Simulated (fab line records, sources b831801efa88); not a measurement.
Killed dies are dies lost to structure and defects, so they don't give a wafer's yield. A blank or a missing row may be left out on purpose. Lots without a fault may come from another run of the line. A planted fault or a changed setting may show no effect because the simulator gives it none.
Problem report in the 8D (eight disciplines) form, filled by code | flow gf180mcu | the parts of the form that need people (team, actions taken, sign-off) are left out

1. THE PROBLEM
DUAL_GATE_OXIDATION_00_THK at GF_DUAL_GATE_THK_MEAS_03 reads a mean of 12.50 nm on 6 wafers of 2 lots; wafers without a fault read 10.91 nm with a standard deviation of 0.19. That is +8.3 standard deviations from the usual mean.
First seen on wafer L780.3, day 10 07:03, on film_metro-03. The record holds 36 wafers of 12 lots with a number at this step. Rule for "out", or "out of limits": more than 4 standard deviations from the usual mean. The other wafers with a number count as sound.

2. WHAT IT IS AND WHAT IT IS NOT
question                    | is                           | is not
which readings at this step | DUAL_GATE_OXIDATION_00_THK   | -
which lots                  | L780, L781                   | L772, L773, L775, L777, L778, L779, L782, L791, L792, L794
which wafers of those lots  | all that have a number       | -
read on which gauges        | film_metro-01, film_metro-03 | film_metro-02
when                        | from day 10 07:03            | up to then (18 sound wafers); but 12 sound wafers of L782, L791, L792, L794 came after

3. SUSPECTS, AND WHAT RULES EACH OUT
Counting: a tool at a process step up to the reading stays a suspect if it ran every lot that is out and no sound lot after the first of them.
- the gauge at GF_DUAL_GATE_THK_MEAS_03: ruled out. The wafers that are out were read on 2 gauges (film_metro-01, film_metro-03).
- furnace-02 at GF_DUAL_GATE_OXIDATION_02 (stabilise 600 s, purge 300 s, target thk 10.887 nm): ruled out as a lasting fault. Sound lots L792, L794 ran on it after its first lot that is out, L780 (day 10 05:35).
Left after counting: nothing in the record.

4. THE CAUSE (what the simulator had put in)
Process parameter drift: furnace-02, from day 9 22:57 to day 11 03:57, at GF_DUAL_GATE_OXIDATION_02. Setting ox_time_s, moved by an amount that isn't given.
Counting ruled it out, wrongly: the rule takes a fault to strike every lot that its tool runs from its start on, and this one did not.

5. THE CHAIN OF EFFECTS, in route order
Each row: a reading whose mean over the struck wafers that have a number lies more than 3 standard deviations from the usual. Only readings for which the record gives a usual standard deviation are gone through. hours: the time from each lot's start at the first step in this table that gives one to its start at this step, as a median over the lots. sigmas: the change in usual standard deviations.
hours | step                     | reading                    | usual    | on struck wafers | change | sigmas
0     | GF_DUAL_GATE_THK_MEAS_03 | DUAL_GATE_OXIDATION_00_THK | 10.91 nm | 12.50            | +1.59  | +8.3

6. WHAT WOULD HAVE CAUGHT IT SOONER
In this record the first reading out of limits at a measuring or inspecting step was taken at day 10 07:03, 8 hours after the fault began at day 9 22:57.
Of the tool readings at GF_DUAL_GATE_OXIDATION_02 for which the record gives a usual standard deviation, none was out on any struck wafer, so an alarm limit of 4 standard deviations on them would not have fired.
